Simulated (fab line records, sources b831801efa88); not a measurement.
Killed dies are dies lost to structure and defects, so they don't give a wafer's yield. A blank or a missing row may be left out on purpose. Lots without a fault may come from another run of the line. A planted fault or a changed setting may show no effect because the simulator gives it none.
Which tool did it? | flow sky130 | 10 lots, 30 wafers sampled, at 4 steps of a route of 708

WHAT THE GAUGES READ, wafer by wafer
SKY_SD_N_RS_MEAS_18: measures by four-point-probe.
lot  | measured     | on            | RES_XHIGH_RS (ohm/sq)
L236 | day 28 06:50 | film_metro-03 | 333.9 333.7 334.1
L239 | day 29 04:27 | film_metro-03 | 333.1 333.5 333.1
L243 | day 30 22:55 | film_metro-01 | 331.4 331.7 330.0
L244 | day 31 13:11 | film_metro-03 | 333.4 335.1 332.9
L246 | day 31 17:02 | film_metro-01 | 333.0 333.3 333.6
L247 | day 31 22:01 | film_metro-02 | 332.9 333.4 332.6
L248 | day 32 06:35 | film_metro-02 | 332.7 333.1 331.3
L249 | day 32 15:07 | film_metro-02 | 335.0 334.9 335.6
L254 | day 34 05:47 | film_metro-02 | 333.3 333.4 332.8
L259 | day 35 13:47 | film_metro-01 | 331.6 331.9 331.6

SKY_CONTACT_THK_MEAS_01.
lot  | measured     | on            | CONTACT_CVD_00_THK (nm)
L236 | day 30 19:39 | film_metro-03 | 75.3 76.8 75.7
L239 | day 31 16:05 | film_metro-03 | 74.7 73.5 74.8
L243 | day 33 09:38 | film_metro-01 | 74.6 74.5 75.4
L244 | day 33 21:42 | film_metro-01 | 75.3 74.2 75.7
L246 | day 34 02:56 | film_metro-01 | 74.4 74.8 75.8
L247 | day 34 07:41 | film_metro-03 | 78.0 79.7 78.7
L248 | day 34 15:46 | film_metro-03 | 77.0 78.2 76.0
L249 | day 34 22:56 | film_metro-04 | 79.0 78.8 78.6
L254 | day 36 13:54 | film_metro-01 | 73.8 77.4 75.0
L259 | day 37 21:37 | film_metro-04 | 74.3 76.2 75.7

WHICH TOOL RAN EACH LOT (tool, then ch and the chambers of the sampled wafers, then the start)
lot  | SKY_LI_CONTACT_ETCH_14             | SKY_CONTACT_CVD_00
L236 | rie_diel-02 ch 1,2,3, day 29 12:21 | pecvd-02 ch 0,1, day 30 19:37
L239 | rie_diel-02 ch 2,3, day 30 09:28   | pecvd-03 ch 1,2, day 31 16:02
L243 | rie_diel-02 ch 0,1,2, day 32 02:51 | pecvd-03 ch 0,1,2, day 33 09:37
L244 | rie_diel-02 ch 0,3, day 32 17:09   | pecvd-01 ch 0,1, day 33 21:39
L246 | rie_diel-01 ch 1,2,3, day 32 21:45 | pecvd-01 ch 0,2, day 34 02:53
L247 | rie_diel-02 ch 2,3, day 33 02:49   | pecvd-01 ch 0,1,2, day 34 07:38
L248 | rie_diel-02 ch 0,2,3, day 33 10:48 | pecvd-02 ch 0,1, day 34 15:44
L249 | rie_diel-04 ch 0,1,3, day 33 17:40 | pecvd-01 ch 0,1, day 34 22:55
L254 | rie_diel-04 ch 0,1,2, day 35 09:28 | pecvd-02 ch 0,1, day 36 13:52
L259 | rie_diel-04 ch 0,1,3, day 36 17:24 | pecvd-01 ch 0,1,2, day 37 21:35
- SKY_LI_CONTACT_ETCH_14: etches BARC in N2/H2, stops on SiO2, time 45.9 s, target depth 60 nm.
- SKY_CONTACT_CVD_00: deposits Si3N4, target thk 75 nm.

WHAT THE TOOLS THEMSELVES READ (means of the sampled wafers that have a number; where no wafer has one, the mark that the record gives instead)
SKY_LI_CONTACT_ETCH_14.
lot  | tool        | chamber_pressure_mTorr (mTorr) | drypump_motor_current_A (A) | oes_product_au (a.u.) | throttle_valve_pct (%)
L236 | rie_diel-02 | 29.984                         | 6.2                         | 0.853                 | 13.231
L239 | rie_diel-02 | 30.000                         | 6.1                         | 0.850                 | 13.227
L243 | rie_diel-02 | 29.990                         | 5.9                         | 0.854                 | 13.226
L244 | rie_diel-02 | 30.026                         | 6.2                         | 0.853                 | 13.232
L246 | rie_diel-01 | 29.995                         | 5.6                         | 0.852                 | 13.226
L247 | rie_diel-02 | 30.016                         | 6.2                         | 0.852                 | 13.218
L248 | rie_diel-02 | 30.006                         | 6.0                         | 0.853                 | 13.222
L249 | rie_diel-04 | 29.993                         | 5.5                         | 0.853                 | 13.232
L254 | rie_diel-04 | 30.004                         | 5.6                         | 0.857                 | 13.238
L259 | rie_diel-04 | 29.990                         | 5.5                         | 0.857                 | 13.224

SKY_CONTACT_CVD_00.
lot  | tool     | heater_power_outer_w (W) | heater_power_w (W) | rf_fwd_power_W (W)
L236 | pecvd-02 | 569                      | 878                | 446.4
L239 | pecvd-03 | 430                      | 746                | 444.3
L243 | pecvd-03 | 425                      | 734                | 445.2
L244 | pecvd-01 | 353                      | 678                | 442.0
L246 | pecvd-01 | 452                      | 763                | 445.3
L247 | pecvd-01 | 417                      | 750                | 515.0
L248 | pecvd-02 | 514                      | 855                | 444.9
L249 | pecvd-01 | 397                      | 724                | 515.4
L254 | pecvd-02 | 514                      | 820                | 445.3
L259 | pecvd-01 | 425                      | 734                | 443.2

THE ANSWER, worked out from the rows above alone
Rule: what is usual is taken from the lots themselves. Put in order of their means at a reading, lots are off if they are a third of the lots or fewer, leave a main group of 4 or more, and stand apart from it by a gap of 3 or more times the standard deviation of the main group's means; of several such gaps the widest counts. A main group whose means are all the same, to the digits that the tables above print for the reading, isn't used. A lot without any number at a reading at which 4 lots or more have one is off too. The other lots that the step has rows for count as sound. The gauges are gone through in route order, then the tools' own readings, and for those a lot's mean is taken as printed above. The first step at which some lot is off is used, and at that step the reading that is off furthest; a lot without a number counts as furthest.
Off: L247, L249, at SKY_CONTACT_CVD_00 (rf_fwd_power_W). The main group: mean 444.6 W, standard deviation 1.3.
A tool fits if, at that step or a process step before it, it ran every lot that is off, and no sound lot after the first of them. None of those tried fits.

WHAT THE SIMULATOR HAD PUT IN
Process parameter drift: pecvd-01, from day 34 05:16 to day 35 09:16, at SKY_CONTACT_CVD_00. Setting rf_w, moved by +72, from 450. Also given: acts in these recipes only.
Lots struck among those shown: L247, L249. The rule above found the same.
